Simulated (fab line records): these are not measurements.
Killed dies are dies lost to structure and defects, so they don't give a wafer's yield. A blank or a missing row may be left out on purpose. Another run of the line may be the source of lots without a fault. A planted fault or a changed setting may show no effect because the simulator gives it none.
A lot that was struck, set against a sound lot | flow sky130 | 15 out of 708 route steps
Sound: these wafers, L576.1, L576.4, L576.6. Wafers L587.1, L587.4, L587.5 were the ones struck. The cause is named last.
At each step with rows: each side's tool, then ch and its chambers, then its first start. Under that, the readings that differ: sound wafers | struck wafers | difference of the means | sigmas: that difference in standard deviations of wafers without a fault.
alike: words and numbers the same on both sides, and readings whose means are apart by under 2 such deviations; not compared: readings that were withheld, readings missing a value for some wafer, numbers with overlapping values and no deviation given by the record, and bounds like >300 which may hide the same value.
The two part at a step that has a row with sigmas, a row that says differs or no value, or rows on one side only. Numbers that have no deviation but don't overlap get no sigmas and don't part them. A reading that every wafer of one side lacks parts them only if that side has two wafers or more.

first, 8 steps without rows for these wafers: SKY_LOCAL_INTERCONNECT_DEHYDRATE_03 (time 60 s); SKY_LOCAL_INTERCONNECT_HMDS_04 (prime time 60 s); SKY_LOCAL_INTERCONNECT_COAT_05 (resist thk 60 nm); SKY_LOCAL_INTERCONNECT_COAT_06 (resist thk 443.6 nm); SKY_LOCAL_INTERCONNECT_SOFTBAKE_07 (time 90 s); SKY_LOCAL_INTERCONNECT_EXPOSE_08 (exposes mask LI1M, target cd 170 nm); SKY_LOCAL_INTERCONNECT_PEB_09; SKY_LOCAL_INTERCONNECT_DEVELOP_10 (develop time 60 s).
SKY_LOCAL_INTERCONNECT_CD_MEAS_11 targets a cd of 170 nm.
  sound on cd_sem-01, day 30 15:31; struck on cd_sem-01, day 34 09:06
  alike: cd_nm
SKY_LOCAL_INTERCONNECT_OVL_MEAS_12:
  sound on overlay-01, day 30 15:38; struck on overlay-02, day 34 09:13
  alike: LOCAL_INTERCONNECT_OVL
SKY_LOCAL_INTERCONNECT_ETCH_13: etches BARC in N2/H2, stops on SiO2, time 45.9 s, target depth 60 nm.
  sound on rie_metal-04 ch 1, day 30 15:41; struck on rie_metal-02 ch 0,1, day 34 09:16
  reading                     | sound       | struck      | difference | sigmas
  drypump_motor_current_A (A) | 6.5 6.4 6.4 | 5.3 5.6 5.3 | -1.0       | -3
  alike: h2_flow_sccm, oes_product_au, throttle_valve_pct
  not compared: rf_hours_counter_h
SKY_LOCAL_INTERCONNECT_METAL_ETCH_14: etches TiN in Cl2/BCl3, stops on PSG, target depth 110 nm, time 31.4 s.
  sound on rie_metal-04 ch 1, day 30 15:44; struck on rie_metal-02 ch 0,1, day 34 09:19
  reading                     | sound       | struck      | difference | sigmas
  drypump_motor_current_A (A) | 6.4 6.4 6.4 | 5.3 5.6 5.3 | -1.0       | -3
  alike: oes_product_au, throttle_valve_pct
  not compared: rf_hours_counter_h
SKY_LOCAL_INTERCONNECT_STRIP_15: strips in O2/N2.
  sound on plasma_asher-03 ch 0,1, day 30 15:47; struck on plasma_asher-02 ch 0,1, day 34 09:22
  no value came back on the struck wafers for any of 5 readings (chamber_pressure_mTorr (mTorr), drypump_motor_current_A (A) and others); on the sound wafers chamber_pressure_mTorr (mTorr) reads 1502.4 1500.1 1499.3
  reading                                                   | sound | struck            | difference | sigmas
  model.KrF-thick_of_LOCAL_INTERCONNECT_COAT_06.thk_nm (nm) | 0 0 0 | 341.8 342.2 341.7 | +341.9     |
  not compared: rf_hours_counter_h
then, 1 step without rows for these wafers: SKY_LOCAL_INTERCONNECT_STRIP_16 (strips in post etch residue remover, time 1200 s).
-- record jumps: 14 days separate the struck wafers' starts on either side; left off in module LOCAL_INTERCONNECT, taken up again in module PAD_OPEN, whose first shown step is the route's number 708 --
SKY_PAD_OPEN_PROBE_99:
  sound on prober-01, day 46 03:34; struck on prober-02, day 48 18:42
  reading             | sound    | struck                                                               | difference                   | sigmas
  hold                | - - -    | await_dispo/2.6h/scrap await_dispo/2.6h/scrap await_dispo/2.6h/scrap | no value on the sound wafers |
  killed_at_contacts  | 24 27 17 | 426 435 444                                                          | +412                         | +82
  killed_at_front_end | 19 24 20 | 17 11 9                                                              | -9                           | -2
  killed_dies         | 91 98 82 | 492 492 492                                                          | +402                         | +43
  killed_on_rim       | 18 18 17 | 96 96 96                                                             | +78                          | +19
  alike: killed_at_M0_to_M3, killed_at_M4_up, killed_at_other, killed_open, killed_short

## WHERE THEY PART
At SKY_LOCAL_INTERCONNECT_ETCH_13 first; at SKY_PAD_OPEN_PROBE_99 last (within this record only).

WHY: what the simulator had put in
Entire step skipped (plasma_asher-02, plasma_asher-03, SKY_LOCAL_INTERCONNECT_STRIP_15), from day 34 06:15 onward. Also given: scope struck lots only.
